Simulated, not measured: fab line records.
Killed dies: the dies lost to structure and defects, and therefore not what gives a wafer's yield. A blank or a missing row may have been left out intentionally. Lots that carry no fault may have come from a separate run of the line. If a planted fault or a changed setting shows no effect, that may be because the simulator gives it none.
Check for tools in common    flow sky130    13 lots and 39 wafers in the sample

WHY THIS WAS OPENED
SKY_LDD_HVN_TW_MEAS_10, reading LDD_HVN_TW: flagged on 2 of 13 lots. Fault-free wafers read 1443, with a standard deviation of 17.
Rule: flag the lot when none of its wafers has a number, or when each of its wafers that has one lies beyond 4 standard deviations from that mean. The other lots count as sound.

lot   measured      on            LDD_HVN_TW, wafer by wafer  flag
L199  day 21 19:05  filmMetro-03  1440 1445 1434              
L201  day 21 19:28  filmMetro-01  1417 1417 1429              
L203  day 22 13:41  filmMetro-04  1457 1455 1458              
L205  day 23 06:10  filmMetro-04  1462 1459 1458              
L206  day 23 10:19  filmMetro-04  1455 1465 1463              
L210  day 24 15:50  filmMetro-01  1632 1639 1639              FLAGGED
L211  day 25 02:00  filmMetro-01  1414 1424 1415              
L212  day 25 06:33  filmMetro-04  1680 1668 1681              FLAGGED
L214  day 25 18:41  filmMetro-01  1411 1414 1411              
L219  day 27 16:51  filmMetro-03  1462 1462 1454              
L220  day 28 06:38  filmMetro-01  1419 1422 1421              
L222  day 28 08:17  filmMetro-01  1426 1418 1416              
L221  day 28 10:44  filmMetro-03  1453 1453 1448              
The mean of the flagged lots' numbers is 1656, +214 from the usual (+13 standard deviations).

WHICH TOOL EACH LOT WENT THROUGH
The record holds 1 process step before the reading, out of a route of 708 steps. In each cell: the tool, then ch and the chambers that the sampled wafers went through, then the start.
lot   flag     SKY_LDD_HVN_IMPLANT_08
L199           implanter-02 ch 0, day 21 18:50
L201           implanter-01 ch 0, day 21 19:14
L203           implanter-01 ch 0, day 22 13:26
L205           implanter-02 ch 0, day 23 05:56
L206           implanter-02 ch 0, day 23 10:05
L210  FLAGGED  implanter-01 ch 0, day 24 15:35
L211           implanter-03 ch 0, day 25 01:47
L212  FLAGGED  implanter-01 ch 0, day 25 06:18
L214           implanter-03 ch 0, day 25 18:26
L219           implanter-03 ch 0, day 27 16:36
L220           implanter-03 ch 0, day 28 06:24
L222           implanter-01 ch 0, day 28 08:02
L221           implanter-02 ch 0, day 28 10:30
These steps, and what they do:
- SKY_LDD_HVN_IMPLANT_08
- SKY_LDD_HVN_TW_MEAS_10

FLAGGED OVER TOTAL, TOOL BY TOOL (the gauges that took the reading come last)
step                    tool          lots run  flagged  share of the flagged lots  sound lots run after its first flagged lot
SKY_LDD_HVN_IMPLANT_08  implanter-01  5         2        all                        1 (L222)
SKY_LDD_HVN_IMPLANT_08  implanter-02  4         0        none                       -
SKY_LDD_HVN_IMPLANT_08  implanter-03  4         0        none                       -
SKY_LDD_HVN_TW_MEAS_10  filmMetro-01  6         1        some                       4 (L211,L214,L220,L222)
SKY_LDD_HVN_TW_MEAS_10  filmMetro-03  3         0        none                       -
SKY_LDD_HVN_TW_MEAS_10  filmMetro-04  4         1        some                       0

WHAT IS ALLOWED BY THE TABLE
1 row of the table ran every flagged lot: implanter-01 at SKY_LDD_HVN_IMPLANT_08.
- implanter-01 at SKY_LDD_HVN_IMPLANT_08: 2 of its 5 lots flagged. Sound lots ran on it after the first flagged one (L222), which a lasting fault on the whole tool wouldn't allow. Its own readings (doseIonsCm2, faradayCurrentUA) fall more than 4 standard deviations out on all wafers of the flagged lots.
No row of the table ran every flagged lot and no sound lot after the first.

WHAT THE SIMULATOR HAD PUT IN
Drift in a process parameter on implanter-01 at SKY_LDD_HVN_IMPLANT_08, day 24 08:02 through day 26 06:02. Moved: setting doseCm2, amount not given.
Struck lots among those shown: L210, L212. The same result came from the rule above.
